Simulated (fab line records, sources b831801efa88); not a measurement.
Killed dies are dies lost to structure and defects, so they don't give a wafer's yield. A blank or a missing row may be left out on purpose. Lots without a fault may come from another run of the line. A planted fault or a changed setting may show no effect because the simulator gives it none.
Which tool did it? | flow sky130 | 6 lots, 18 wafers sampled, at 2 steps of a route of 708

WHAT THE GAUGES READ, wafer by wafer
SKY_SONOS_ONO_THK_MEAS_01.
lot  | measured     | on            | SONOS_ONO_OXIDATION_THK (nm)
L318 | day 13 02:14 | film_metro-01 | 2.58 2.60 2.61
L321 | day 13 21:26 | film_metro-01 | 2.62 2.52 2.54
L323 | day 14 10:29 | film_metro-04 | 2.57 2.62 2.63
L328 | day 15 19:46 | film_metro-03 | 3.41 3.44 3.36 3.38 3.47 3.38
L336 | day 18 17:56 | film_metro-04 | 2.55 2.59 2.51
L338 | day 19 06:17 | film_metro-04 | 2.51 2.47 2.49

WHICH TOOL RAN EACH LOT (tool, then ch and the chambers of the sampled wafers, then the start)
lot  | SKY_SONOS_ONO_OXIDATION_00
L318 | furnace-02 ch 0, day 13 00:53
L321 | furnace-02 ch 0, day 13 20:05
L323 | furnace-01 ch 0, day 14 09:08
L328 | furnace-02 ch 0, day 15 18:23
L336 | furnace-01 ch 0, day 18 16:34
L338 | furnace-01 ch 0, day 19 04:56
- SKY_SONOS_ONO_OXIDATION_00: stabilise 600 s, purge 300 s, target thk 2.6 nm.

THE ANSWER, worked out from the rows above alone
Rule: what is usual is taken from the lots themselves. Put in order of their means at a reading, lots are off if they are a third of the lots or fewer, leave a main group of 4 or more, and stand apart from it by a gap of 3 or more times the standard deviation of the main group's means; of several such gaps the widest counts. A main group whose means are all the same, to the digits that the tables above print for the reading, isn't used. A lot without any number at a reading at which 4 lots or more have one is off too. The other lots that the step has rows for count as sound.
Off: L328, at SKY_SONOS_ONO_THK_MEAS_01 (SONOS_ONO_OXIDATION_THK). The main group: mean 2.56 nm, standard deviation 0.041.
A tool fits if, at a process step before that reading, it ran every lot that is off, and no sound lot after the first of them. The gauges at SKY_SONOS_ONO_THK_MEAS_01 are tried like those tools. Can't be told from this: 2 tools fit, furnace-02 at SKY_SONOS_ONO_OXIDATION_00, film_metro-03 at SKY_SONOS_ONO_THK_MEAS_01.

WHAT THE SIMULATOR HAD PUT IN
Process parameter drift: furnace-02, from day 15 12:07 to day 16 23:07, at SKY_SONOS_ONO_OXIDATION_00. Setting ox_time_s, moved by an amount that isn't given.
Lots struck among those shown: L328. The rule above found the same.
